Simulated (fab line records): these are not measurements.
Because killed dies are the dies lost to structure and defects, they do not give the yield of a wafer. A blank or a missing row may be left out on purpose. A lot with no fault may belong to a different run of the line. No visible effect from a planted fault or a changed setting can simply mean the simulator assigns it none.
Problem report, 8D (eight disciplines) form, completed by code ; flow sky130 ; the parts of the form that need people (team, actions taken, sign-off) are left out

1. PROBLEM STATEMENT
Mean of killed-at-front-end at SKY_PAD_OPEN_PROBE_99: 77 across 3 wafers in 2 lots; on wafers with no fault it is 15 (standard deviation 4.6). Measured from the usual mean, that is +13 standard deviations.
The first sign was on wafer L897.1 at day 48 20:49, on prober-02. The record has a number at this step for 6 wafers belonging to 2 lots. By rule, "out" or "out of limits" means more than 4 standard deviations away from the usual mean. Any other wafer with a number is counted as sound.

2. WHAT THIS IS AND IS NOT
question;is;is not
which readings at this step;killed-at-front-end, killed-dies;killed_at_M0_to_M3, killed_at_M4_up, killed-at-contacts, killed-at-other, killed-open
which lots;L897, L898;-
which wafers of those lots;L897.1, L897.5, L898.3;L897.4, L898.2, L898.6
read on which tools;prober-01, prober-02;-
when;from day 48 20:49;"up to then (0 sound wafers); but 3 sound wafers of L897, L898 came after"

3. THE SUSPECTS, EACH WITH WHAT RULES IT OUT
Counting: if a tool at a process step up to the reading ran every lot that is out, it stays a suspect. Sound lots after the first of them don't rule it out here, since some wafers of a struck lot are sound.
- hdpcvd-01 at SKY_FIELD_ISO_CVD_24 (deposits SiO2, target thk 595 nm, time 99.2 s): kept. It ran every lot that is out, first L897 (day 4 22:04).
- pvd-sputter-04 at SKY_METAL5_SPUTTER_01 (material TiN, target thk 20 nm, time 16.7 s): kept. It ran every lot that is out, first L897 (day 46 05:57).
Remaining after the count are hdpcvd-01 at SKY_FIELD_ISO_CVD_24 and pvd-sputter-04 at SKY_METAL5_SPUTTER_01.

4. THE CAUSE (what the simulator had put in)
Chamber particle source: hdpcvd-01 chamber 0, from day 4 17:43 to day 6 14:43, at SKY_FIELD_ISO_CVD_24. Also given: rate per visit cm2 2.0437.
After counting, 2 suspects remain, this tool included.

5. THE EFFECT CHAIN, in route order
Each row: a reading whose mean over the struck wafers that have a number lies more than 3 standard deviations from the usual. Scope: only readings with a usual standard deviation given in the record; hours: median across lots of the time from each lot's start at the first step in this table that gives one to its start at this step; sigmas: change in usual standard deviations.
hours;step;reading;usual;on struck wafers;change;sigmas
0;SKY_PAD_OPEN_PROBE_99;killed-at-front-end;15;77;+62;+13
0;SKY_PAD_OPEN_PROBE_99;killed-dies;88;141;+53;+5.6
The process steps in it:
- SKY_PAD_OPEN_PROBE_99

6. WHAT WOULD HAVE CAUGHT IT SOONER
The fault began at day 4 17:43; the first out-of-limits reading in this record came at day 48 20:49, 1059 hours later.
Each of the lots that are out, 2 in all, had begun SKY_FIELD_ISO_CVD_24 on hdpcvd-01 no later than day 48 20:49. Tool hold at that time: it would have spared none of them.
